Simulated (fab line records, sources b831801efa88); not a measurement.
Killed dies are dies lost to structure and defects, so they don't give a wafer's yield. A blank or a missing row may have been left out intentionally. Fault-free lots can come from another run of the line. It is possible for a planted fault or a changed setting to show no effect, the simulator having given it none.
What tool caused it? | flow gf180mcu | 13 lots with 39 wafers sampled at 2 steps, on a route of 602 steps

## WHAT THE GAUGES SHOWED, per wafer
GF_M5_OVL_MEAS_08.
lot  | measured     | on         | M5_OVL (nm)
L953 | day 26 11:40 | overlay-01 | 6 5 3
L954 | day 26 20:31 | overlay-02 | 0 -6 -7
L956 | day 27 13:04 | overlay-01 | 0 3 -10
L957 | day 27 20:40 | overlay-02 | 1 3 -8
L959 | day 28 06:52 | overlay-01 | 1 -1 5
L960 | day 28 10:58 | overlay-02 | 5 7 7
L965 | day 30 02:41 | overlay-01 | -5 0 -3
L966 | day 30 07:52 | overlay-02 | -2 -16 0
L967 | day 30 12:59 | overlay-01 | 0 8 1
L971 | day 31 15:52 | overlay-01 | -9 -12 -12
L973 | day 32 02:28 | overlay-02 | -1 4 0
L974 | day 32 05:43 | overlay-02 | -8 -2 2
L975 | day 32 16:16 | overlay-01 | 9 -6 -5

## TOOL THAT RAN EACH LOT (tool first, then ch and the chambers of the sampled wafers, then the start)
lot  | GF_STI_CLEAN_18
L953 | wet bench-02 ch 2, day 2 03:05
L954 | wet bench-02 ch 0, day 2 07:37
L956 | wet bench-01 ch 3, day 2 18:57
L957 | wet bench-02 ch 2, day 2 22:29
L959 | wet bench-04 ch 0, day 3 09:04
L960 | wet bench-01 ch 0, day 3 14:11
L965 | wet bench-04 ch 3, day 4 14:58
L966 | wet bench-02 ch 0, day 4 20:39
L967 | wet bench-04 ch 1, day 5 02:49
L971 | wet bench-04 ch 1, day 5 22:13
L973 | wet bench-02 ch 0, day 6 09:09
L974 | wet bench-02 ch 0, day 6 13:43
L975 | wet bench-04 ch 2, day 6 19:11
- GF_STI_CLEAN_18: cleans in SC1/SC2, time 150 s.

## AS READ BY THE TOOLS THEMSELVES (means over the sampled wafers that have a number; for cases with no such wafer, the mark the record gives instead)
The record holds no such reading with a usual standard deviation.

## THE ANSWER, worked out from the rows above alone
Rule: the lots themselves supply what counts as usual. The widest of any qualifying gaps counts: lots, ordered by their means at a reading, are off when they make up no more than a third of the lots, leave a main group of 4 or more, and stand apart from it by 3 or more times the standard deviation of that group's means. If all means in a main group match to the digits the tables above print for the reading, that group is not used. Also off: a lot with no number at a reading for which 4 or more lots have one. Where the step has rows for the other lots, those lots are counted as sound. The gauges are gone through in route order, then the tools' own readings, and for those a lot's mean is taken as printed above. The first step at which some lot is off is used, and at that step the reading that is off furthest; a lot without a number counts as furthest.
No lot is off at any reading shown: from this, nothing can be told.

## WHAT WAS PUT IN BY THE SIMULATOR
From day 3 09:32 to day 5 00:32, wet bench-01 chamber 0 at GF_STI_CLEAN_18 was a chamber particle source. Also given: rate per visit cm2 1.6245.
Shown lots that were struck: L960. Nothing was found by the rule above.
